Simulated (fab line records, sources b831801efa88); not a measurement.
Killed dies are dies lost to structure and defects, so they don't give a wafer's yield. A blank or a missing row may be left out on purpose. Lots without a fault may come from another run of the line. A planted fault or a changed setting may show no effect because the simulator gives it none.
Which tool did it? | flow sfq_line | 14 lots, 42 wafers sampled, at 3 steps of a route of 325

WHAT THE GAUGES READ, wafer by wafer
SFQ_M1_OVL_MEAS_911.
lot  | measured     | on         | M1_OVL (nm)
L919 | day 11 09:30 | overlay-02 | -5 2 -1
L922 | day 12 05:54 | overlay-02 | -1 8 0
L923 | day 12 11:54 | overlay-01 | 11 13 6
L924 | day 12 13:06 | overlay-01 | 9 9 9
L925 | day 12 16:42 | overlay-02 | 0 6 3
L928 | day 13 15:30 | overlay-01 | -2 -11 -5
L929 | day 13 19:07 | overlay-01 | -9 -6 -7
L930 | day 14 16:54 | overlay-01 | -1 1 3
L931 | day 14 15:42 | overlay-02 | -3 1 -10
L932 | day 14 21:43 | overlay-02 | 0 0 -4
L934 | day 15 16:54 | overlay-01 | -6 -7 1
L938 | day 17 04:07 | overlay-02 | -1 4 6
L941 | day 17 23:19 | overlay-01 | 3 0 0
L942 | day 18 05:19 | overlay-02 | -5 -9 -4

SFQ_M2_OVL_MEAS_916.
lot  | measured     | on         | M2_OVL (nm)
L919 | day 23 07:36 | overlay-01 | -4 -1 -4
L922 | day 25 00:05 | overlay-02 | -4 -3 -9
L923 | day 25 04:53 | overlay-01 | -5 -5 -11
L924 | day 25 08:29 | overlay-01 | -12 -4 -4
L925 | day 25 20:29 | overlay-02 | -4 -8 -7
L928 | day 27 07:17 | overlay-01 | -6 -7 -7
L929 | day 27 13:18 | overlay-02 | 2 5 3
L930 | day 28 08:24 | overlay-01 | -3 -5 -3
L931 | day 28 04:48 | overlay-02 | -2 -3 7
L932 | day 28 13:13 | overlay-02 | 1 -10 1
L934 | day 29 10:48 | overlay-01 | -4 -3 -5
L938 | day 30 13:12 | overlay-02 | -1 -3 -8
L941 | day 31 23:03 | overlay-02 | -11 -8 -6
L942 | day 32 07:27 | overlay-01 | -2 -8 -5

WHICH TOOL RAN EACH LOT (tool, then ch and the chambers of the sampled wafers, then the start)
lot  | SFQ_TRILAYER_M0_ETCH_METAL_ETCH_024
L919 | rie_metal-04 ch 0,1, day 5 20:59
L922 | rie_metal-04 ch 0, day 6 13:53
L923 | rie_metal-03 ch 0,1, day 6 19:47
L924 | rie_metal-04 ch 0, day 7 01:39
L925 | rie_metal-04 ch 0,1, day 7 03:59
L928 | rie_metal-04 ch 0,1, day 8 11:08
L929 | rie_metal-01 ch 0,1, day 8 12:23
L930 | rie_metal-01 ch 0,1, day 8 22:41
L931 | rie_metal-01 ch 0,1, day 9 03:29
L932 | rie_metal-04 ch 0,1, day 9 09:32
L934 | rie_metal-04 ch 0, day 9 21:39
L938 | rie_metal-01 ch 0,1, day 10 17:59
L941 | rie_metal-03 ch 0,1, day 11 11:59
L942 | rie_metal-03 ch 0,1, day 11 16:47
- SFQ_TRILAYER_M0_ETCH_METAL_ETCH_024: etches Nb in Cl2/Ar, stops on SiO2, target depth 240 nm, time 120 s.

WHAT THE TOOLS THEMSELVES READ (means of the sampled wafers that have a number; where no wafer has one, the mark that the record gives instead)
SFQ_TRILAYER_M0_ETCH_METAL_ETCH_024.
lot  | tool         | drypump_motor_current_A (A) | he_backside_leak_sccm (sccm) | oes_product_au (a.u.)
L919 | rie_metal-04 | 5.8                         | 3.52                         | 0.897
L922 | rie_metal-04 | 5.0                         | 3.50                         | 0.888
L923 | rie_metal-03 | 5.4                         | 3.27                         | 0.896
L924 | rie_metal-04 | 5.0                         | 3.53                         | 0.888
L925 | rie_metal-04 | 5.8                         | 3.69                         | 0.894
L928 | rie_metal-04 | 5.8                         | 3.56                         | 0.894
L929 | rie_metal-01 | 5.5                         | 3.51                         | 0.896
L930 | rie_metal-01 | 5.3                         | 3.39                         | 0.896
L931 | rie_metal-01 | 5.5                         | 3.35                         | 0.905
L932 | rie_metal-04 | 5.8                         | 3.62                         | 0.889
L934 | rie_metal-04 | 5.0                         | 3.44                         | 0.890
L938 | rie_metal-01 | 5.6                         | 3.40                         | 0.906
L941 | rie_metal-03 | 5.1                         | 3.62                         | 0.898
L942 | rie_metal-03 | 5.4                         | 3.42                         | 0.895

THE ANSWER, worked out from the rows above alone
Rule: what is usual is taken from the lots themselves. Put in order of their means at a reading, lots are off if they are a third of the lots or fewer, leave a main group of 4 or more, and stand apart from it by a gap of 3 or more times the standard deviation of the main group's means; of several such gaps the widest counts. A main group whose means are all the same, to the digits that the tables above print for the reading, isn't used. A lot without any number at a reading at which 4 lots or more have one is off too. The other lots that the step has rows for count as sound. The gauges are gone through in route order, then the tools' own readings, and for those a lot's mean is taken as printed above. The first step at which some lot is off is used, and at that step the reading that is off furthest; a lot without a number counts as furthest.
No lot is off at any reading shown: from this, nothing can be told.

WHAT THE SIMULATOR HAD PUT IN
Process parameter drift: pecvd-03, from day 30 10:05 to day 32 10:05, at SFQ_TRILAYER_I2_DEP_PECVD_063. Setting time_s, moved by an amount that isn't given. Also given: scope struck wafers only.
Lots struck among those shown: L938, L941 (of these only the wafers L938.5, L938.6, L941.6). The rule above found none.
